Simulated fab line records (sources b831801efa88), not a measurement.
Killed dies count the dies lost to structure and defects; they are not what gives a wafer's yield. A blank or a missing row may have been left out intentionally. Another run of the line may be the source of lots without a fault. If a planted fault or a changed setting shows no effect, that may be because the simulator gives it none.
Matching of chambers / flow sky130 / rie_diel-03 running SKY_VIA3_ETCH_14: 4 sister chambers
The step etches BARC in N2/H2, stops on SiO2, time 45.9 s, target depth 60 nm. 14 wafers are shown with their chamber, then 7 later ones without.

WAFERS PAIRED WITH THEIR CHAMBERS
wafer=L773.3; chamber=3; drypump_motor_current_A (A)=4.8; throttle_valve_pct (%)=13.229; oes_product_au (a.u.)=0.851
wafer=L773.5; chamber=1; drypump_motor_current_A (A)=6.7; throttle_valve_pct (%)=13.226; oes_product_au (a.u.)=0.853
wafer=L773.6; chamber=2; drypump_motor_current_A (A)=5.2; throttle_valve_pct (%)=13.211; oes_product_au (a.u.)=0.853
wafer=L774.1; chamber=3; drypump_motor_current_A (A)=4.8; throttle_valve_pct (%)=13.224; oes_product_au (a.u.)=0.857
wafer=L774.3; chamber=2; drypump_motor_current_A (A)=5.2; throttle_valve_pct (%)=13.214; oes_product_au (a.u.)=0.856
wafer=L774.5; chamber=3; drypump_motor_current_A (A)=4.8; throttle_valve_pct (%)=13.236; oes_product_au (a.u.)=0.853
wafer=L777.3; chamber=1; drypump_motor_current_A (A)=6.7; throttle_valve_pct (%)=13.223; oes_product_au (a.u.)=0.851
wafer=L777.5; chamber=2; drypump_motor_current_A (A)=5.2; throttle_valve_pct (%)=13.223; oes_product_au (a.u.)=0.852
wafer=L777.6; chamber=0; drypump_motor_current_A (A)=5.7; throttle_valve_pct (%)=13.228; oes_product_au (a.u.)=0.851
wafer=L778.2; chamber=2; drypump_motor_current_A (A)=5.2; throttle_valve_pct (%)=13.236; oes_product_au (a.u.)=0.847
wafer=L778.4; chamber=1; drypump_motor_current_A (A)=6.7; throttle_valve_pct (%)=13.222; oes_product_au (a.u.)=0.852
wafer=L778.6; chamber=0; drypump_motor_current_A (A)=5.6; throttle_valve_pct (%)=13.229; oes_product_au (a.u.)=0.851
wafer=L779.3; chamber=0; drypump_motor_current_A (A)=5.6; throttle_valve_pct (%)=13.227; oes_product_au (a.u.)=0.855
wafer=L779.4; chamber=1; drypump_motor_current_A (A)=6.8; throttle_valve_pct (%)=13.232; oes_product_au (a.u.)=0.848

SIGNATURES, as means of the wafers listed above
reading=drypump_motor_current_A; chamber 0=5.633; chamber 1=6.725; chamber 2=5.200; chamber 3=4.800; scatter within a chamber=0.0376
reading=throttle_valve_pct; chamber 0=13.22800; chamber 1=13.22575; chamber 2=13.22100; chamber 3=13.22967; scatter within a chamber=0.00717
reading=oes_product_au; chamber 0=0.85233; chamber 1=0.85100; chamber 2=0.85200; chamber 3=0.85367; scatter within a chamber=0.00292
Rule: distance of a wafer from a chamber = root of the sum over the readings of ((wafer's reading minus chamber's mean) / reading's scatter) squared. The wafer belongs to the nearest chamber; if the next one is less than 2 further off, it can't be placed. The scatter: take each reading less its chamber's mean, square it, sum over the shown wafers, divide by the number of wafers less the number of chambers, and take the root.

WAFERS MISSING THEIR CHAMBER
wafer=L779.6; drypump_motor_current_A (A)=5.6; throttle_valve_pct (%)=13.235; oes_product_au (a.u.)=0.857
wafer=L781.1; drypump_motor_current_A (A)=5.6; throttle_valve_pct (%)=13.230; oes_product_au (a.u.)=0.860
wafer=L781.5; drypump_motor_current_A (A)=4.8; throttle_valve_pct (%)=13.232; oes_product_au (a.u.)=0.854
wafer=L781.6; drypump_motor_current_A (A)=5.2; throttle_valve_pct (%)=13.221; oes_product_au (a.u.)=0.860
wafer=L788.1; drypump_motor_current_A (A)=4.8; throttle_valve_pct (%)=13.229; oes_product_au (a.u.)=0.860
wafer=L788.4; drypump_motor_current_A (A)=5.2; throttle_valve_pct (%)=13.228; oes_product_au (a.u.)=0.852
wafer=L788.5; drypump_motor_current_A (A)=5.6; throttle_valve_pct (%)=13.224; oes_product_au (a.u.)=0.849

EACH ONE'S CHAMBER
wafer=L779.6; from the rows above=0; in truth=0
wafer=L781.1; from the rows above=0; in truth=0
wafer=L781.5; from the rows above=3; in truth=3
wafer=L781.6; from the rows above=2; in truth=2
wafer=L788.1; from the rows above=3; in truth=3
wafer=L788.4; from the rows above=2; in truth=2
wafer=L788.5; from the rows above=0; in truth=0
7 of 7 placed correctly. Left unplaced by these rows: 0. 0 placed wrongly.
